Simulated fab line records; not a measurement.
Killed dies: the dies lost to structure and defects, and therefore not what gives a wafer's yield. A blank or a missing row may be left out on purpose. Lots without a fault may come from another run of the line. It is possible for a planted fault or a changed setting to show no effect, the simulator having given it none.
Which of the tools did it? + flow sky130 + 21 wafers from 7 lots sampled at 3 of the route's 708 steps

== WHAT THE GAUGES SHOWED, per wafer ==
SKY_LDD_HVP_TW_MEAS_10.
| lot  | measured     | on           | LDD_HVP_TW  |
|------|--------------|--------------|-------------|
| L226 | day 23 13:22 | filmMetro-02 | 465 465 462 |
| L228 | day 24 03:21 | filmMetro-04 | 457 459 460 |
| L230 | day 24 17:50 | filmMetro-02 | 465 467 465 |
| L232 | day 25 07:50 | filmMetro-04 | 457 456 456 |
| L236 | day 26 23:46 | filmMetro-01 | 462 458 461 |
| L243 | day 29 07:57 | filmMetro-04 | 462 460 457 |
| L245 | day 30 03:01 | filmMetro-04 | 459 462 457 |

== EACH LOT AND THE TOOL THAT RAN IT (in order: tool; ch and the chambers of the sampled wafers; start) ==
| lot  | SKY_RES_PROTECT_STRIP_07            | SKY_LDD_P_DEVELOP_06             |
|------|-------------------------------------|----------------------------------|
| L226 | plasmaAsher-01 ch 0,1, day 16 21:34 | lithoTrack-01 ch 0, day 20 22:49 |
| L228 | plasmaAsher-03 ch 0,1, day 17 11:22 | lithoTrack-04 ch 0, day 21 13:25 |
| L230 | plasmaAsher-03 ch 0,1, day 18 02:15 | lithoTrack-04 ch 0, day 22 05:12 |
| L232 | plasmaAsher-03 ch 0,1, day 18 16:30 | lithoTrack-04 ch 0, day 22 19:49 |
| L236 | plasmaAsher-02 ch 0,1, day 20 06:28 | lithoTrack-03, day 24 12:13      |
| L243 | plasmaAsher-01 ch 0,1, day 23 00:58 | lithoTrack-03 ch 0, day 26 21:44 |
| L245 | plasmaAsher-02 ch 0,1, day 23 20:57 | lithoTrack-01 ch 0, day 27 17:46 |
- SKY_RES_PROTECT_STRIP_07: strips in O2/N2.
- SKY_LDD_P_DEVELOP_06: develop time 60 s.

== THE ANSWER, worked out from the rows above alone ==
Rule: the usual values come from the lots themselves. Put in order of their means at a reading, lots are off if they are a third of the lots or fewer, leave a main group of 4 or more, and stand apart from it by a gap of 3 or more times the standard deviation of the main group's means; of several such gaps the widest counts. Not used: any main group whose means are identical at the precision the tables above print for the reading. A lot without any number at a reading at which 4 lots or more have one is off too. All remaining lots with rows at the step are treated as sound.
No lot is off at any reading shown: from this, nothing can be told.

== WHAT THE SIMULATOR HAD INSERTED ==
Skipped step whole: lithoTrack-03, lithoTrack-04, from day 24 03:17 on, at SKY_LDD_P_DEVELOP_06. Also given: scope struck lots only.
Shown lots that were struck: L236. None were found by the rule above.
